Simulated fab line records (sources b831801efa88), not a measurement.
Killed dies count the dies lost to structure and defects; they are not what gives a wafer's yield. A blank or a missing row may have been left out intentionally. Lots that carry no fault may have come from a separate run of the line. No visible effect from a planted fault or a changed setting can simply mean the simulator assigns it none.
A single fault, viewed from 2 desks + flow sky130 + each desk holds nothing but its own numbers, with what lay behind them at the end

## FOR THE TOOL OWNER'S DESK: furnace-02
The tool's own readings at SKY_GATE_OXIDE_OXIDATION_01 (stabilise 600 s, purge 300 s, target thk 10.268 nm): means of the sampled wafers that have a number, for each lot that ran on this tool. Marked OUT: a lot whose mean sits more than 4 standard deviations from the usual mean, which makes it out of limits; the brackets give that distance.
Columns: A = ox_temp_c at SKY_GATE_OXIDE_OXIDATION_01, usual 900.0 C; B = spike_tc_bottom_C at SKY_GATE_OXIDE_OXIDATION_01, usual 918.6 C; C = tube_center_temp_C at SKY_GATE_OXIDE_OXIDATION_01, usual 900 C
| lot  | first seen here | A     | B     | C   |
|------|-----------------|-------|-------|-----|
| L487 | day 13 15:13    | 899.8 | 920.8 | 900 |
| L488 | day 14 00:29    | 900.7 | 920.5 | 900 |
| L490 | day 14 12:44    | 899.9 | 921.8 | 900 |
| L494 | day 16 02:23    | 900.2 | 920.8 | 900 |
| L496 | day 16 21:38    | 899.9 | 922.3 | 900 |
| L497 | day 17 00:17    | 899.9 | 920.8 | 900 |
Finding of this desk: none of the 6 lots has anything out of limits.

## THE METROLOGY DESK
What the gauges read for every lot (on any tool): the sampled wafers with a number, averaged. Marked OUT: a lot whose mean sits more than 4 standard deviations from the usual mean, which makes it out of limits; the brackets give that distance.
Columns: A = VT_ADJUST_HVTP_OVL at SKY_VT_ADJUST_HVTP_OVL_MEAS_08, usual -0.7 nm; B = GATE_OXIDE_OXIDATION_00_THK at SKY_GATE_OXIDE_THK_MEAS_02, usual 10.27 nm
| lot  | first seen here | A    | B               |
|------|-----------------|------|-----------------|
| L487 | day 6 18:40     | -1.9 | 10.51           |
| L488 | day 7 03:35     | -2.0 | 10.25           |
| L490 | day 7 12:41     | 0.1  | 10.14           |
| L492 | day 8 01:07     | -0.3 | 10.39           |
| L494 | day 8 14:55     | -2.9 | 10.34           |
| L496 | day 9 08:53     | -2.7 | 12.47 (+12) OUT |
| L497 | day 9 09:50     | -0.6 | 12.57 (+12) OUT |
| L498 | day 9 17:22     | 1.4  | 10.29           |
| L499 | day 10 14:29    | -2.2 | 10.53           |
| L505 | day 11 23:03    | 1.0  | 9.89            |
| L507 | day 12 04:50    | -0.5 | 10.03           |
This desk finds L496, L497 out of limits, with the earliest case on L496 at day 16 23:02 (GATE_OXIDE_OXIDATION_00_THK at SKY_GATE_OXIDE_THK_MEAS_02). L487, L488, L490, L492, L494, L498, L499, L505, L507: within limits.

## BROUGHT TOGETHER
Metrology desk: alarm possible at day 16 23:02 on L496, L497.
The tool owner's desk saw nothing out of limits.
Tool owner's desk: L496, L497 on record, inside its limits.
The lots listed all ran SKY_GATE_OXIDE_OXIDATION_01 on furnace-02.

## WHAT THE SIMULATOR HAD INSERTED
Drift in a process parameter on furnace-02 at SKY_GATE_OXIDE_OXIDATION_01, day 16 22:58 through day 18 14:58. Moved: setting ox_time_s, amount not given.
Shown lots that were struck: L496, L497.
Per desk, hours elapsed from the start of the fault to the first reading out of limits: for the metrology desk, 0.
